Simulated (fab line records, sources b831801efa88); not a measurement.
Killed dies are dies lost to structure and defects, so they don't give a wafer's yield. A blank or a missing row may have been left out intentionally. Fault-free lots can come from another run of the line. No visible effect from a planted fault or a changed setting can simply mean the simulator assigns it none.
fab line records ; flow sky130
record lots=6; wafers=18; lastDay=50
route steps=708 shown SD_N@344 SD_P@359 RES_XHIGH@360 PAD_OPEN@708
lots untouched by any fault: they come from a run of this same line in which no faults occurred
startH: the number of hours between the record's first day and the start of the first shown wafer of the lot ; waitH: time in hours since the lot's previous step ; " the same as in the row above ; L1.1+2: one row covering several wafers at once ; - either no value or no given start ; * or withheld: withheld ; < > ~ a bound
route shown NAME@n: a module of which the file shows steps, and the number in the route of the first ; usual: average and standard deviation across the fault-free wafers ; same: alike in all rows ; chamber/n: place in a boat ; sites: readings site by site ; _std_site: standard deviation of those values ; _edge_site: inner sites' mean taken away from outer sites' mean ; radiusMm: for every site, how far away it sits from the centre of the wafer ; mask NAME#n: copy n ; behind: the most recent tool/chamber to have shaped the wafer ; hold: cause of the lot's hold/its duration in hours/its outcome ; device: transistor that didn't switch, given as n, p or np ; end of line: the tests these same wafers got at the end of their route ; a step without rows: its recipe alone ; killed: dies lost to structure and defects at the first sort, not the wafer's yield ; map: dies across one wafer; x = killed, . = not, _ = none there
set.NAME: the run value of the setting; set.NAME@STEP: its run value at that earlier step ; model.NAME: the simulator's own value behind a step, which no gauge read
certain route steps with their lots: each step a table, each wafer a row
services: from which hour (startH, from the record's first day; less than 0 if before it) a tool's chamber was out of use, for how many hours, and why
## steps
# step SKY_SD_N_COAT_02
# recipe resist=NOVOLAK; spinRpm=3000; resistThkNm=1140
# step SKY_SD_N_SOFTBAKE_03
# recipe tempC=90; timeS=60; resist=NOVOLAK
# step SKY_SD_N_EXPOSE_04
# recipe maskId=NSDM; na=0.6; sourceShape=conventional; sigmaOuter=0.6; polarization=unpolarized; targetCdNm=380; doseMj=141
# step SKY_SD_N_PEB_05
# recipe tempC=withheld; timeS=*; resist=NOVOLAK
# step SKY_SD_N_DEVELOP_06
# recipe resist=NOVOLAK; developer=TMAH; developTimeS=60; devTempC=23
# step SKY_SD_N_CD_MEAS_07
# recipe targetCdNm=380
# usual cdNm=379.8/2.4
lot.wafer;tool;chamber;startH;waitH;cdNm
L658.1;cdSem-01;-;741.88;0.1;382.4
L658.2;cdSem-01;-;741.88;0.1;382.2
L658.4;cdSem-01;-;741.88;0.1;380.8
L660.1;cdSem-01;-;754.93;0.1;381.4
L660.3;cdSem-01;-;754.93;0.1;378.9
L660.5;cdSem-01;-;754.93;0.1;380.1
L665.1;cdSem-02;-;791.03;0.1;383.5
L665.2;cdSem-02;-;791.03;0.1;383.5
L665.3;cdSem-02;-;791.03;0.1;383.4
L668.2;cdSem-02;-;809.82;0.1;381.2
L668.3;cdSem-02;-;809.82;0.1;380.9
L668.4;cdSem-02;-;809.82;0.1;379.7
L669.1;cdSem-02;-;812.12;0.1;377.0
L669.2;cdSem-02;-;812.12;0.1;377.4
L669.4;cdSem-02;-;812.12;0.1;377.5
L670.1;cdSem-01;-;825.07;0.1;374.2
L670.3;cdSem-01;-;825.07;0.1;376.7
L670.6;cdSem-01;-;825.07;0.1;377.0
# step SKY_SD_N_OVL_MEAS_08
# usual SD_N_OVL=-0.3/1.5
lot.wafer;tool;chamber;startH;waitH;SD_N_OVL[nm]
L658.1;overlay-02;-;742.00;0.1;0.4
L658.2;overlay-02;-;742.00;0.1;0.0
L658.4;overlay-02;-;742.00;0.1;0.6
L660.1;overlay-01;-;755.05;0.1;3.6
L660.3;overlay-01;-;755.05;0.1;-0.5
L660.5;overlay-01;-;755.05;0.1;0.1
L665.1;overlay-01;-;791.15;0.1;0.1
L665.2;overlay-01;-;791.15;0.1;0.8
L665.3;overlay-01;-;791.15;0.1;2.2
L668.2;overlay-02;-;809.92;0.1;-0.3
L668.3;overlay-02;-;809.92;0.1;4.1
L668.4;overlay-02;-;809.92;0.1;0.0
L669.1;overlay-02;-;812.24;0.1;-1.8
L669.2;overlay-02;-;812.24;0.1;-0.5
L669.4;overlay-02;-;812.24;0.1;-2.2
L670.1;overlay-02;-;825.19;0.1;-2.1
L670.3;overlay-02;-;825.19;0.1;-0.2
L670.6;overlay-02;-;825.19;0.1;-3.6
# step SKY_SD_N_IMPLANT_09
# recipe species=As; energyKev=50; doseCm2=4e+15; tiltDeg=0
# step SKY_SD_N_IMPLANT_10
# recipe species=P; energyKev=20; doseCm2=1e+14; tiltDeg=0
# step SKY_SD_N_STRIP_11
# recipe chemistry=O2/N2; powerW=1400; pressureMtorr=1500; platenTempC=withheld; o2FlowSccm=3000; n2FlowSccm=300; overashFraction=0.5
# usual drypumpMotorCurrentA=5.9/0.58; oesProductAu=0.527/0.0045; stripTimeToEndpointS=22.57/0.047
lot.wafer;tool;chamber;startH;waitH;drypumpMotorCurrentA;oesProductAu;rfHoursCounterH;stripTimeToEndpointS
L658.1;plasmaAsher-03;1;742.34;0.1;5.3;0.529;60;22.56
L658.2;plasmaAsher-03;0;742.34;0.1;6.2;0.522;60;22.59
L658.4;plasmaAsher-03;1;742.34;0.1;5.3;0.525;-;22.60
L660.1;plasmaAsher-02;0;755.39;0.1;5.8;0.527;92;22.59
L660.3;plasmaAsher-02;0;755.39;0.1;5.8;0.529;-;22.64
L660.5;plasmaAsher-02;0;755.39;0.1;5.8;0.520;-;22.56
L665.1;plasmaAsher-03;0;791.49;0.1;6.2;0.527;65;22.58
L665.2;plasmaAsher-03;1;791.49;0.1;5.3;0.526;65;22.56
L665.3;plasmaAsher-03;0;791.49;0.1;6.2;0.529;-;22.60
L668.2;plasmaAsher-02;0;810.25;0.1;5.8;0.526;97;22.57
L668.3;plasmaAsher-02;0;810.25;0.1;5.8;0.522;-;22.63
L668.4;plasmaAsher-02;1;810.25;0.1;6.5;0.527;-;22.63
L669.1;plasmaAsher-03;1;812.57;0.1;5.3;0.530;67;22.60
L669.2;plasmaAsher-03;0;812.57;0.1;6.2;0.525;67;22.64
L669.4;plasmaAsher-03;0;812.57;0.1;6.2;0.528;-;22.66
L670.1;plasmaAsher-02;1;825.52;0.1;6.5;0.525;98;22.56
L670.3;plasmaAsher-02;0;825.52;0.1;5.8;0.521;-;22.52
L670.6;plasmaAsher-02;0;825.52;0.1;5.8;0.523;-;22.53
# step SKY_SD_N_TW_MEAS_12
# usual SD_N_TW=3985/34
lot.wafer;tool;chamber;startH;waitH;SD_N_TW
L658.1;filmMetro-02;-;742.44;0.1;3995
L658.2;filmMetro-02;-;742.44;0.1;4009
L658.4;filmMetro-02;-;742.44;0.1;4023
L660.1;filmMetro-02;-;755.49;0.1;4010
L660.3;filmMetro-02;-;755.49;0.1;4020
L660.5;filmMetro-02;-;755.49;0.1;4030
L665.1;filmMetro-02;-;791.59;0.1;4008
L665.2;filmMetro-02;-;791.59;0.1;4031
L665.3;filmMetro-02;-;791.59;0.1;4014
L668.2;filmMetro-01;-;810.36;0.1;3976
L668.3;filmMetro-01;-;810.36;0.1;3969
L668.4;filmMetro-01;-;810.36;0.1;3972
L669.1;filmMetro-02;-;812.67;0.1;4035
L669.2;filmMetro-02;-;812.67;0.1;3996
L669.4;filmMetro-02;-;812.67;0.1;4029
L670.1;filmMetro-03;-;825.62;0.1;3977
L670.3;filmMetro-03;-;825.62;0.1;3966
L670.6;filmMetro-03;-;825.62;0.1;3978
# step SKY_SD_N_CLEAN_13
# recipe chemistry=SC1/SC2; mix=1:4:20; tempC=70; timeS=150; dry=n2Spin
# step SKY_SD_N_RTA_14
# recipe tempC=1075; timeS=2; idleTempC=650; rampUpCPerS=150; rampDownCPerS=90; ambient=N2
# usual lampPowerPct=15.73/0.051; wafer_temp_C_max=1078.0/1.3
lot.wafer;tool;chamber;startH;waitH;lampPowerPct;wafer_temp_C_max
L658.1;rtpAnneal-01;0;742.55;0.0;16.52;1105.8
L658.2;rtpAnneal-01;0;742.55;0.0;16.54;1104.6
L658.4;rtpAnneal-01;0;742.55;0.0;16.41;1105.5
L660.1;rtpAnneal-01;0;755.60;0.0;16.47;1105.4
L660.3;rtpAnneal-01;0;755.60;0.0;16.59;1104.7
L660.5;rtpAnneal-01;0;755.60;0.0;16.37;1103.4
L665.1;rtpAnneal-02;0;791.70;0.0;15.73;1076.7
L665.2;rtpAnneal-02;0;791.70;0.0;15.75;1079.5
L665.3;rtpAnneal-02;0;791.70;0.0;15.82;1079.6
L668.2;rtpAnneal-01;0;810.47;0.0;15.75;1078.7
L668.3;rtpAnneal-01;0;810.47;0.0;15.79;1079.9
L668.4;rtpAnneal-01;0;810.47;0.0;15.75;1079.6
L669.1;rtpAnneal-02;0;812.78;0.0;15.73;1077.5
L669.2;rtpAnneal-02;0;812.78;0.0;15.64;1076.3
L669.4;rtpAnneal-02;0;812.78;0.0;15.74;1077.0
L670.1;rtpAnneal-02;0;825.73;0.0;15.73;1076.5
L670.3;rtpAnneal-02;0;825.73;0.0;15.76;1077.6
L670.6;rtpAnneal-02;0;825.73;0.0;15.61;1076.1
# step SKY_SD_N_RS_MEAS_16
# recipe thkMeasGauge=four-point-probe
# usual SD_N_RS=68.59/0.1
lot.wafer;tool;chamber;startH;waitH;SD_N_RS[ohm/sq]
L658.1;filmMetro-03;-;742.73;0.1;63.63
L658.2;filmMetro-03;-;742.73;0.1;63.69
L658.4;filmMetro-03;-;742.73;0.1;63.58
L660.1;filmMetro-01;-;755.77;0.1;63.67
L660.3;filmMetro-01;-;755.77;0.1;63.69
L660.5;filmMetro-01;-;755.77;0.1;63.59
L665.1;filmMetro-03;-;791.87;0.1;68.78
L665.2;filmMetro-03;-;791.87;0.1;68.44
L665.3;filmMetro-03;-;791.87;0.1;68.51
L668.2;filmMetro-02;-;810.66;0.1;68.63
L668.3;filmMetro-02;-;810.66;0.1;68.66
L668.4;filmMetro-02;-;810.66;0.1;68.56
L669.1;filmMetro-01;-;812.96;0.1;68.57
L669.2;filmMetro-01;-;812.96;0.1;68.62
L669.4;filmMetro-01;-;812.96;0.1;68.42
L670.1;filmMetro-01;-;825.91;0.1;68.63
L670.3;filmMetro-01;-;825.91;0.1;68.57
L670.6;filmMetro-01;-;825.91;0.1;68.57
# step SKY_SD_N_RS_MEAS_17
# recipe thkMeasGauge=four-point-probe
# usual SD_P_RS=147.16/0.3
lot.wafer;tool;chamber;startH;waitH;SD_P_RS[ohm/sq]
L658.1;filmMetro-03;-;742.85;0.1;124.14
L658.2;filmMetro-03;-;742.85;0.1;123.91
L658.4;filmMetro-03;-;742.85;0.1;123.90
L660.1;filmMetro-01;-;755.89;0.1;123.68
L660.3;filmMetro-01;-;755.89;0.1;123.31
L660.5;filmMetro-01;-;755.89;0.1;123.51
L665.1;filmMetro-03;-;791.99;0.1;147.33
L665.2;filmMetro-03;-;791.99;0.1;147.18
L665.3;filmMetro-03;-;791.99;0.1;147.17
L668.2;filmMetro-02;-;810.78;0.1;147.09
L668.3;filmMetro-02;-;810.78;0.1;147.16
L668.4;filmMetro-02;-;810.78;0.1;147.19
L669.1;filmMetro-01;-;813.08;0.1;147.15
L669.2;filmMetro-01;-;813.08;0.1;147.07
L669.4;filmMetro-01;-;813.08;0.1;147.08
L670.1;filmMetro-01;-;826.03;0.1;146.86
L670.3;filmMetro-01;-;826.03;0.1;147.19
L670.6;filmMetro-01;-;826.03;0.1;147.08
# step SKY_SD_N_RS_MEAS_18
# recipe thkMeasGauge=four-point-probe
# usual RES_XHIGH_RS=333.2/1.1
lot.wafer;tool;chamber;startH;waitH;RES_XHIGH_RS[ohm/sq]
L658.1;filmMetro-03;-;742.97;0.1;330.9
L658.2;filmMetro-03;-;742.97;0.1;329.8
L658.4;filmMetro-03;-;742.97;0.1;332.5
L660.1;filmMetro-01;-;756.01;0.1;331.0
L660.3;filmMetro-01;-;756.01;0.1;331.7
L660.5;filmMetro-01;-;756.01;0.1;332.3
L665.1;filmMetro-03;-;792.11;0.1;333.0
L665.2;filmMetro-03;-;792.11;0.1;331.6
L665.3;filmMetro-03;-;792.11;0.1;332.7
L668.2;filmMetro-02;-;810.90;0.1;332.7
L668.3;filmMetro-02;-;810.90;0.1;334.0
L668.4;filmMetro-02;-;810.90;0.1;332.7
L669.1;filmMetro-01;-;813.20;0.1;332.8
L669.2;filmMetro-01;-;813.20;0.1;333.3
L669.4;filmMetro-01;-;813.20;0.1;332.2
L670.1;filmMetro-01;-;826.15;0.1;332.4
L670.3;filmMetro-01;-;826.15;0.1;331.8
L670.6;filmMetro-01;-;826.15;0.1;331.2
# step SKY_PAD_OPEN_PROBE_99
# usual killed_at_M0_to_M3=44/7.4; killed_at_M4_up=3.1/1.8; killedAtContacts=24/5.6; killedAtFrontEnd=15/4.9; killedAtOther=0.4/0.59; killedDies=87/9.8; killedOpen=47/7.2; killedShort=39/6.8
# same grossDies=492; killedAtBackSide=0
lot.wafer;tool;chamber;startH;waitH;killed_at_M0_to_M3;killed_at_M4_up;killedAtContacts;killedAtFrontEnd;killedAtOther;killedDies;killedOpen;killedShort;model.etest.resXhighPo.lineOhmUm;model.etest.resXhighPo.rsOhmSq;model.etest.pfet_01v8.rOnOhmUm;model.etest.resPdiff.lineOhmUm;model.etest.resHighPo.lineOhmUm;model.etest.pfetG5v0d10v5.rOnOhmUm;model.etest.liconHighPo.rcOhm;model.etest.resNdiff.lineOhmUm
L658.1;prober-02;-;1145.95;0.1;51;2;26;13;1;93;54;38;4412;1533;2548;1179;625.7;4695;258.7;695.6
L658.2;prober-02;-;1146.00;0.1;43;5;23;16;0;87;50;37;4358;1533;2533;1147;617.6;4616;248.4;690.8
L658.4;prober-02;-;1146.10;0.2;35;4;19;14;1;73;39;34;4410;1535;2571;1170;609.2;4654;252.2;711
L660.1;prober-02;-;1154.48;0.1;60;2;22;13;1;98;55;43;4353;1551;2653;1160;608.2;4640;264.9;694.8
L660.3;prober-02;-;1154.58;0.2;49;3;24;21;2;99;52;47;4444;1597;2603;1150;603.6;4642;256.1;701.1
L660.5;prober-02;-;1154.68;0.2;38;2;28;15;1;84;47;36;4547;1607;2612;1148;621.5;4658;260.9;699.3
L665.1;prober-01;-;1177.98;0.1;34;3;35;10;1;83;51;31;5410;1890;2876;1361;726.4;4784;338.4;772.9
L665.2;prober-01;-;1178.03;0.1;49;3;22;15;0;89;47;42;5390;1880;2843;1341;728.3;4695;328.5;764.8
L665.3;prober-01;-;1178.08;0.2;34;3;28;18;1;84;55;29;5442;1933;2871;1374;719.8;4733;346.2;782.6
L668.2;prober-02;-;1189.84;0.1;41;2;21;16;0;80;47;33;5686;1978;2894;1386;732.1;4743;343.6;774.5
L668.3;prober-02;-;1189.89;0.2;38;1;26;13;1;79;46;33;5459;1919;2905;1396;734.4;4770;337.1;778.7
L668.4;prober-02;-;1189.94;0.2;43;3;21;20;2;89;38;50;5742;2033;2897;1397;756.2;4723;360.5;787.3
L669.1;prober-01;-;1190.82;0.1;49;7;28;15;0;99;57;42;5715;1970;2810;1376;748.1;4735;349.5;775.9
L669.2;prober-01;-;1190.87;0.1;40;1;24;16;1;82;46;36;5727;1989;2761;1379;768.9;4707;354.4;777.4
L669.4;prober-01;-;1190.97;0.2;43;2;24;22;0;91;48;43;5842;2009;2823;1384;761;4755;362.7;772
L670.1;prober-01;-;1199.29;0.1;61;2;14;17;0;94;44;50;5859;2037;2852;1379;744.4;4685;354.4;750.4
L670.3;prober-01;-;1199.39;0.2;39;1;26;10;1;77;41;36;5603;2030;2873;1354;741.4;4715;344.5;738.2
L670.6;prober-01;-;1199.54;0.2;44;2;28;11;0;85;58;27;5964;2085;2848;1381;766.1;4715;355.8;747.5
# killed by level:class
L658.1 VIA1:geometricParticle:open=14 LI_CONTACT:geometricParticle:open=10 METAL2:geometricParticle:short=8 VIA2:geometricParticle:open=7 CONTACT:geometricParticle:open=5 VIA1:geometricParticle:short=5 VIA3:geometricParticle:open=5 LOCAL_INTERCONNECT:geometricParticle:short=4
L658.2 CONTACT:geometricParticle:open=11 VIA1:geometricParticle:open=8 LI_CONTACT:geometricParticle:open=6 VIA2:geometricParticle:short=6 VIA1:geometricParticle:short=5 VIA2:geometricParticle:open=5 POLY_GATE:geometricParticle:open=4 METAL4:geometricParticle:short=4
L658.4 VIA1:geometricParticle:open=8 VIA2:geometricParticle:open=7 LI_CONTACT:geometricParticle:open=6 POLY_GATE:geometricParticle:open=5 CONTACT:geometricParticle:open=5 METAL1:geometricParticle:short=4 POLY_GATE:geometricParticle:short=3 LI_CONTACT:geometricParticle:short=3
L660.1 VIA1:geometricParticle:open=18 VIA3:geometricParticle:open=9 LI_CONTACT:geometricParticle:open=7 VIA1:geometricParticle:short=7 METAL2:geometricParticle:short=7 VIA2:geometricParticle:open=6 LOCAL_INTERCONNECT:geometricParticle:short=5 CONTACT:geometricParticle:open=5
L660.3 VIA1:geometricParticle:open=13 LI_CONTACT:geometricParticle:open=10 VIA3:geometricParticle:open=7 POLY_GATE:geometricParticle:open=6 METAL2:geometricParticle:short=6 METAL1:geometricParticle:short=5 METAL3:geometricParticle:short=5 FIELD_ISO:geometricParticle:short=4
L660.5 VIA1:geometricParticle:open=13 LI_CONTACT:geometricParticle:open=8 LOCAL_INTERCONNECT:geometricParticle:short=6 CONTACT:geometricParticle:open=6 METAL1:geometricParticle:short=5 VIA2:geometricParticle:open=5 FIELD_ISO:geometricParticle:open=4 POLY_GATE:geometricParticle:short=4
L665.1 LI_CONTACT:geometricParticle:open=12 CONTACT:geometricParticle:open=12 VIA1:geometricParticle:open=8 VIA3:geometricParticle:open=6 VIA1:geometricParticle:short=5 VIA3:geometricParticle:short=4 CONTACT:geometricParticle:short=4 VIA2:geometricParticle:open=4
L665.2 VIA1:geometricParticle:open=9 VIA3:geometricParticle:open=9 VIA2:geometricParticle:open=8 VIA2:geometricParticle:short=8 METAL1:geometricParticle:short=7 LI_CONTACT:geometricParticle:open=6 LI_CONTACT:geometricParticle:short=4 LOCAL_INTERCONNECT:geometricParticle:short=4
L665.3 CONTACT:geometricParticle:open=11 FIELD_ISO:geometricParticle:open=8 LI_CONTACT:geometricParticle:open=8 VIA3:geometricParticle:open=8 VIA1:geometricParticle:open=7 CONTACT:geometricParticle:short=5 VIA2:geometricParticle:open=4 METAL1:geometricParticle:short=4
L668.2 VIA1:geometricParticle:open=13 LI_CONTACT:geometricParticle:open=8 METAL2:geometricParticle:short=7 POLY_GATE:geometricParticle:short=6 VIA2:geometricParticle:open=6 FIELD_ISO:geometricParticle:open=4 CONTACT:geometricParticle:open=4 VIA3:geometricParticle:open=4
L668.3 LI_CONTACT:geometricParticle:open=11 VIA3:geometricParticle:open=8 CONTACT:geometricParticle:short=7 CONTACT:geometricParticle:open=7 METAL1:geometricParticle:short=5 METAL2:geometricParticle:short=5 VIA2:geometricParticle:open=5 VIA1:geometricParticle:open=4
L668.4 VIA1:geometricParticle:open=11 FIELD_ISO:geometricParticle:short=7 VIA3:geometricParticle:short=7 METAL2:geometricParticle:short=6 POLY_GATE:geometricParticle:short=5 LOCAL_INTERCONNECT:geometricParticle:short=5 CONTACT:geometricParticle:open=5 VIA3:geometricParticle:open=5
L669.1 VIA1:geometricParticle:open=12 LI_CONTACT:geometricParticle:open=11 METAL1:geometricParticle:short=6 VIA3:geometricParticle:open=6 VIA2:geometricParticle:open=6 CONTACT:geometricParticle:open=5 FIELD_ISO:geometricParticle:short=4 LOCAL_INTERCONNECT:geometricParticle:short=4
L669.2 LI_CONTACT:geometricParticle:open=12 VIA2:geometricParticle:open=8 CONTACT:geometricParticle:open=6 METAL1:geometricParticle:short=5 SPACER:geometricParticle:short=5 VIA1:geometricParticle:open=5 VIA2:geometricParticle:short=5 POLY_GATE:geometricParticle:open=4
L669.4 VIA1:geometricParticle:open=13 VIA2:geometricParticle:open=8 FIELD_ISO:geometricParticle:short=7 CONTACT:geometricParticle:open=6 VIA1:geometricParticle:short=6 VIA3:geometricParticle:open=6 LI_CONTACT:geometricParticle:short=5 LI_CONTACT:geometricParticle:open=5
L670.1 VIA1:geometricParticle:open=14 VIA1:geometricParticle:short=12 METAL1:geometricParticle:short=10 VIA3:geometricParticle:open=8 CONTACT:geometricParticle:open=5 VIA2:geometricParticle:open=5 FIELD_ISO:geometricParticle:open=4 FIELD_ISO:geometricParticle:short=4
L670.3 CONTACT:geometricParticle:open=11 VIA1:geometricParticle:open=6 VIA2:geometricParticle:open=6 CONTACT:geometricParticle:short=5 LI_CONTACT:geometricParticle:open=5 VIA1:geometricParticle:short=5 VIA3:geometricParticle:open=4 METAL1:geometricParticle:short=4
L670.6 VIA1:geometricParticle:open=15 CONTACT:geometricParticle:open=11 LI_CONTACT:geometricParticle:open=8 LOCAL_INTERCONNECT:geometricParticle:short=5 METAL2:geometricParticle:short=5 VIA2:geometricParticle:open=5 VIA3:geometricParticle:open=5 CONTACT:geometricParticle:short=4
## services
tool;chamber;startH;hours;kind
rtpAnneal-02;-;748.44;4.0;pm
plasmaAsher-03;-;800.64;3.2;repair
plasmaAsher-03;-;817.15;0.5;repair
## key
firstSign step=SKY_SD_N_RTA_14; reading=wafer_temp_C_max; direction=up; sigmas=20; usual=*; struck=*
effect step=SKY_SD_N_RTA_14; reading=lampPowerPct; direction=up; sigmas=15; usual=15.73; struck=16.48
effect step=SKY_SD_N_RS_MEAS_16; reading=SD_N_RS; direction=down; sigmas=49; usual=68.59; struck=63.64
effect step=SKY_SD_N_RS_MEAS_17; reading=SD_P_RS; direction=down; sigmas=79; usual=147.16; struck=123.74
effect step=SKY_SD_N_RS_MEAS_18; reading=RES_XHIGH_RS; direction=down; sigmas=1.7; usual=333.2; struck=331.4
modelEffect step=SKY_PAD_OPEN_PROBE_99; value=etest.resXhighPo.lineOhmUm; without=5620; struck=4421
metAt SKY_SD_N_RTA_14
struckWafers L658.1,L658.2,L658.4,L660.1,L660.3,L660.5
testerLeftOut L658,L660
fault kind=processParameterDrift; tool=rtpAnneal-01; chamber=-; onsetH=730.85; steps=SKY_SD_N_RTA_14; channel=tempC; offset=*; shape=step; endH=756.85; actsIn=*; stated=*
# testerLeftOut: of these lots the tester's yield and bins aren't shown, on N5 and GAA mostly nor the transistor test; their killed dies are dies lost to structure and defects alone, not to doping, threshold or leakage, so they don't give the yield
